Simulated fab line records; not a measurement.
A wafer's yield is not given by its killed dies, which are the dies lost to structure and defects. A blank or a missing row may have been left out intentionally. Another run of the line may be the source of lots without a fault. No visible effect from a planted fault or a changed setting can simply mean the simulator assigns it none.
Chamber matching || flow sky130 || rie-diel-03 running SKY_LI_CONTACT_ETCH_15: 4 sister chambers
The step etches PSG in C4F8/O2/Ar, stops on Si, target depth 600 nm. 14 wafers are shown with their chamber, then 7 later ones without.

## EACH WAFER AND ITS CHAMBER
{"wafer": "L074.2", "chamber": 3, "rf-fwd-power-W (W)": 1494, "oes-product-au (a.u.)": 0.837}
{"wafer": "L074.3", "chamber": 0, "rf-fwd-power-W (W)": 1501, "oes-product-au (a.u.)": 0.832}
{"wafer": "L074.4", "chamber": 1, "rf-fwd-power-W (W)": 1488, "oes-product-au (a.u.)": 0.835}
{"wafer": "L075.1", "chamber": 0, "rf-fwd-power-W (W)": 1497, "oes-product-au (a.u.)": 0.832}
{"wafer": "L075.4", "chamber": 3, "rf-fwd-power-W (W)": 1487, "oes-product-au (a.u.)": 0.833}
{"wafer": "L075.5", "chamber": 0, "rf-fwd-power-W (W)": 1499, "oes-product-au (a.u.)": 0.829}
{"wafer": "L076.2", "chamber": 1, "rf-fwd-power-W (W)": 1495, "oes-product-au (a.u.)": 0.838}
{"wafer": "L076.3", "chamber": 2, "rf-fwd-power-W (W)": 1495, "oes-product-au (a.u.)": 0.829}
{"wafer": "L076.6", "chamber": 0, "rf-fwd-power-W (W)": 1502, "oes-product-au (a.u.)": 0.834}
{"wafer": "L078.1", "chamber": 0, "rf-fwd-power-W (W)": 1491, "oes-product-au (a.u.)": 0.843}
{"wafer": "L078.4", "chamber": 2, "rf-fwd-power-W (W)": 1490, "oes-product-au (a.u.)": 0.841}
{"wafer": "L078.6", "chamber": 3, "rf-fwd-power-W (W)": 1495, "oes-product-au (a.u.)": 0.838}
{"wafer": "L088.2", "chamber": 2, "rf-fwd-power-W (W)": 1492, "oes-product-au (a.u.)": 0.839}
{"wafer": "L088.5", "chamber": 0, "rf-fwd-power-W (W)": 1497, "oes-product-au (a.u.)": 0.837}

SIGNATURES (averages over the wafers above)
{"reading": "rf-fwd-power-W", "chamber 0": 1497.83, "chamber 1": 1491.50, "chamber 2": 1492.33, "chamber 3": 1492.00, "scatter within a chamber": 3.9}
{"reading": "oes-product-au", "chamber 0": 0.83450, "chamber 1": 0.83650, "chamber 2": 0.83633, "chamber 3": 0.83600, "scatter within a chamber": 0.00472}
Rule: for a wafer and a chamber, the distance is found by dividing, reading by reading, the gap between the wafer's reading and the chamber's mean by the reading's scatter, squaring, summing and taking the root. If the next closest chamber is less than 2 further off than the closest, the wafer can't be placed; otherwise it belongs to the closest. The scatter: the root of (the sum of the squares of (reading less its chamber's mean) over the shown wafers, divided by (wafers less chambers)).

## WAFERS WHOSE CHAMBER IS MISSING
{"wafer": "L088.6", "rf-fwd-power-W (W)": 1486, "oes-product-au (a.u.)": 0.832}
{"wafer": "L091.1", "rf-fwd-power-W (W)": 1499, "oes-product-au (a.u.)": 0.833}
{"wafer": "L091.2", "rf-fwd-power-W (W)": 1485, "oes-product-au (a.u.)": 0.838}
{"wafer": "L091.5", "rf-fwd-power-W (W)": 1492, "oes-product-au (a.u.)": 0.839}
{"wafer": "L093.1", "rf-fwd-power-W (W)": 1497, "oes-product-au (a.u.)": 0.841}
{"wafer": "L093.3", "rf-fwd-power-W (W)": 1488, "oes-product-au (a.u.)": 0.830}
{"wafer": "L093.4", "rf-fwd-power-W (W)": 1492, "oes-product-au (a.u.)": 0.828}

## WHICH CHAMBER EACH ONE RAN IN
{"wafer": "L088.6", "from the rows above": "can't be placed: 1 or 3 or 2 or 0", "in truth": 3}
{"wafer": "L091.1", "from the rows above": "can't be placed: 0 or 2 or 3 or 1", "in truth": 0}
{"wafer": "L091.2", "from the rows above": "can't be placed: 1 or 3 or 2 or 0", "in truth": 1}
{"wafer": "L091.5", "from the rows above": "can't be placed: 1 or 2 or 3 or 0", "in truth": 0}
{"wafer": "L093.1", "from the rows above": "can't be placed: 0 or 2 or 3 or 1", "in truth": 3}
{"wafer": "L093.3", "from the rows above": "can't be placed: 3 or 1 or 2 or 0", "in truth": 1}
{"wafer": "L093.4", "from the rows above": "can't be placed: 3 or 2 or 1 or 0", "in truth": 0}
0 of 7 placed correctly. These rows do not allow placing 7 (true chamber among the candidates in 7). Wrongly placed: 0.
